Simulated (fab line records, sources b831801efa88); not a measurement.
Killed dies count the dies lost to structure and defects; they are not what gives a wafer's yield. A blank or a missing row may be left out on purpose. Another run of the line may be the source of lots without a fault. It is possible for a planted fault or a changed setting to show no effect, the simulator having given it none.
Which tool did it? / flow sfq-line / Sampling: 7 lots, 21 wafers, 3 of 325 route steps

## WHAT THE GAUGES SHOWED, per wafer
SFQ_M7_OVL_MEAS_945.
lot=L746; measured=day 69 12:02; on=overlay-02; M7_OVL (nm)=-10 -9 -7
lot=L753; measured=day 75 02:10; on=overlay-02; M7_OVL (nm)=-11 -16 -17
lot=L758; measured=day 76 12:55; on=overlay-02; M7_OVL (nm)=-1 -3 -13
lot=L761; measured=day 77 01:04; on=overlay-01; M7_OVL (nm)=2 0 -2
lot=L763; measured=day 78 17:42; on=overlay-01; M7_OVL (nm)=-1 -5 -3
lot=L765; measured=day 79 13:10; on=overlay-01; M7_OVL (nm)=-2 2 5
lot=L767; measured=day 79 15:33; on=overlay-01; M7_OVL (nm)=-5 -4 -3

## WHAT TOOL EACH LOT RAN ON (gives the tool, then ch and the chambers of the sampled wafers, and finally the start)
lot=L746; SFQ_TRILAYER_L0_BARC_OPEN_METAL_ETCH_010=rie-metal-02 ch 0,1, day 4 19:02; SFQ_TRILAYER_I4_VIA_BARC_OPEN_VIA_ETCH_146=rie-diel-02 ch 1,3, day 49 13:55
lot=L753; SFQ_TRILAYER_L0_BARC_OPEN_METAL_ETCH_010=rie-metal-04 ch 0, day 6 03:26; SFQ_TRILAYER_I4_VIA_BARC_OPEN_VIA_ETCH_146=rie-diel-03 ch 1,2,3, day 57 08:56
lot=L758; SFQ_TRILAYER_L0_BARC_OPEN_METAL_ETCH_010=rie-metal-02 ch 0,1, day 7 14:15; SFQ_TRILAYER_I4_VIA_BARC_OPEN_VIA_ETCH_146=rie-diel-02 ch 1,2, day 58 23:02
lot=L761; SFQ_TRILAYER_L0_BARC_OPEN_METAL_ETCH_010=rie-metal-03 ch 0,1, day 8 11:50; SFQ_TRILAYER_I4_VIA_BARC_OPEN_VIA_ETCH_146=rie-diel-04 ch 1,2, day 59 14:38
lot=L763; SFQ_TRILAYER_L0_BARC_OPEN_METAL_ETCH_010=rie-metal-04 ch 0,1, day 9 05:44; SFQ_TRILAYER_I4_VIA_BARC_OPEN_VIA_ETCH_146=rie-diel-03 ch 1,2,3, day 62 09:31
lot=L765; SFQ_TRILAYER_L0_BARC_OPEN_METAL_ETCH_010=rie-metal-03 ch 1, day 10 00:58; SFQ_TRILAYER_I4_VIA_BARC_OPEN_VIA_ETCH_146=rie-diel-02 ch 0,1,3, day 62 23:55
lot=L767; SFQ_TRILAYER_L0_BARC_OPEN_METAL_ETCH_010=rie-metal-03 ch 1, day 10 10:32; SFQ_TRILAYER_I4_VIA_BARC_OPEN_VIA_ETCH_146=rie-diel-03 ch 1,3, day 63 14:17
- SFQ_TRILAYER_L0_BARC_OPEN_METAL_ETCH_010: etches BARC in O2, target depth 125 nm, time 41.7 s.
- SFQ_TRILAYER_I4_VIA_BARC_OPEN_VIA_ETCH_146: etches BARC in O2, target depth 125 nm, time 41.7 s.

## THE ANSWER, worked out from the rows above alone
Rule: usual is defined by the lots themselves. The widest of any qualifying gaps counts: lots, ordered by their means at a reading, are off when they make up no more than a third of the lots, leave a main group of 4 or more, and stand apart from it by 3 or more times the standard deviation of that group's means. The tables above print the reading to a certain number of digits; a main group whose means all agree to those digits is not used. Also off: a lot with no number at a reading for which 4 or more lots have one. Where the step has rows for the other lots, those lots are counted as sound.
Across all readings shown, no lot is off: no conclusion can be drawn from this.

## WHAT THE SIMULATOR HAD PUT IN
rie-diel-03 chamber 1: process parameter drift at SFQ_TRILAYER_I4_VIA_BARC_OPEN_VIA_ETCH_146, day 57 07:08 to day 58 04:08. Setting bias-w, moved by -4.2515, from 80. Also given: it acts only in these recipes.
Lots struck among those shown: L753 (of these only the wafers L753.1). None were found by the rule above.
